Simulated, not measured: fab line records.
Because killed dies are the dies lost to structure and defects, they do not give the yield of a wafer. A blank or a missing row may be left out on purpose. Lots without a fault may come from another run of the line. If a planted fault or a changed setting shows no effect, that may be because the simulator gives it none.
What tool caused it? ; flow gf180mcu ; 11 lots with 33 wafers sampled at 4 steps, on a route of 602 steps

== WHAT THE GAUGES READ, wafer by wafer ==
GF_V5_CD_MEAS_14: target cd 260 nm.
lot;measured;on;cd_nm (nm)
L696;day 27 06:01;cd_sem-01;259.7 260.2 260.3
L698;day 27 21:04;cd_sem-01;258.7 258.7 258.9
L703;day 29 14:47;cd_sem-02;258.9 260.0 258.4
L706;day 30 09:50;cd_sem-02;261.3 260.2 260.9
L707;day 30 16:34;cd_sem-02;265.8 265.1 265.5 265.3 265.1 265.5
L710;day 31 09:39;cd_sem-01;262.3 261.7 262.5
L713;day 32 03:41;cd_sem-02;266.3 266.3 265.5 266.3 266.5 265.9
L714;day 32 08:14;cd_sem-02;261.1 261.7 261.2
L715;day 32 20:24;cd_sem-01;261.6 260.7 260.8
L717;day 33 03:40;cd_sem-01;259.7 259.1 257.6
L719;day 33 14:55;cd_sem-02;258.3 259.6 258.5

== WHAT TOOL EACH LOT RAN ON (gives the tool, then ch and the chambers of the sampled wafers, and finally the start) ==
lot;GF_M5_ETCH_09;GF_M5_METAL_ETCH_10;GF_V5_PEB_12
L696;rie_diel-04 ch 0,3, day 26 08:12;rie_metal-02 ch 0,1, day 26 08:13;litho_track-01 ch 0, day 27 05:41
L698;rie_diel-03 ch 0,1,3, day 26 23:24;rie_metal-02 ch 0,1, day 26 23:28;litho_track-01 ch 0, day 27 20:45
L703;rie_diel-03 ch 2,3, day 28 17:34;rie_metal-04 ch 0,1, day 28 17:38;litho_track-03 ch 0, day 29 14:28
L706;rie_diel-02 ch 0,2, day 29 14:03;rie_metal-01 ch 0,1, day 29 14:04;litho_track-02 ch 0, day 30 09:29
L707;rie_diel-02 ch 0,1,3, day 29 20:24;rie_metal-01 ch 0,1, day 29 20:26;litho_track-01 ch 0, day 30 16:14
L710;rie_diel-02 ch 1,3, day 30 15:11;rie_metal-01 ch 0,1, day 30 15:12;litho_track-03 ch 0, day 31 09:18
L713;rie_diel-02 ch 0,1,2, day 31 09:17;rie_metal-01 ch 0,1, day 31 09:20;litho_track-01 ch 0, day 32 03:22
L714;rie_diel-02 ch 0,1, day 31 13:54;rie_metal-01 ch 1, day 31 13:56;litho_track-02 ch 0, day 32 07:53
L715;rie_diel-02 ch 2,3, day 32 02:44;rie_metal-02 ch 0,1, day 32 02:45;litho_track-03 ch 0, day 32 20:03
L717;rie_diel-03 ch 0,2,3, day 32 10:02;rie_metal-01 ch 0,1, day 32 10:03;litho_track-02 ch 0, day 33 03:19
L719;rie_diel-04 ch 0,2,3, day 32 22:06;rie_metal-02 ch 0,1, day 32 22:08;litho_track-02 ch 0, day 33 14:34
- GF_M5_ETCH_09: etches Si3N4 in CF4/O2, target depth 52 nm, time 11.6 s.
- GF_M5_METAL_ETCH_10: etches the open film in Cl2/BCl3, stops on SiO2, target depth 750.8 nm, time 125.1 s.
- GF_V5_PEB_12: peb time 90 s.

== THE ANSWER, worked out from the rows above alone ==
Rule: what is usual is taken from the lots themselves. The widest of any qualifying gaps counts: lots, ordered by their means at a reading, are off when they make up no more than a third of the lots, leave a main group of 4 or more, and stand apart from it by 3 or more times the standard deviation of that group's means. A main group is skipped when, at the precision printed for the reading in the tables above, its means are all equal. Also off: a lot with no number at a reading for which 4 or more lots have one. Any other lot the step has rows for is counted as sound.
No lot is off on any of the readings shown, so nothing can be concluded from this.

== WHAT THE SIMULATOR PUT IN ==
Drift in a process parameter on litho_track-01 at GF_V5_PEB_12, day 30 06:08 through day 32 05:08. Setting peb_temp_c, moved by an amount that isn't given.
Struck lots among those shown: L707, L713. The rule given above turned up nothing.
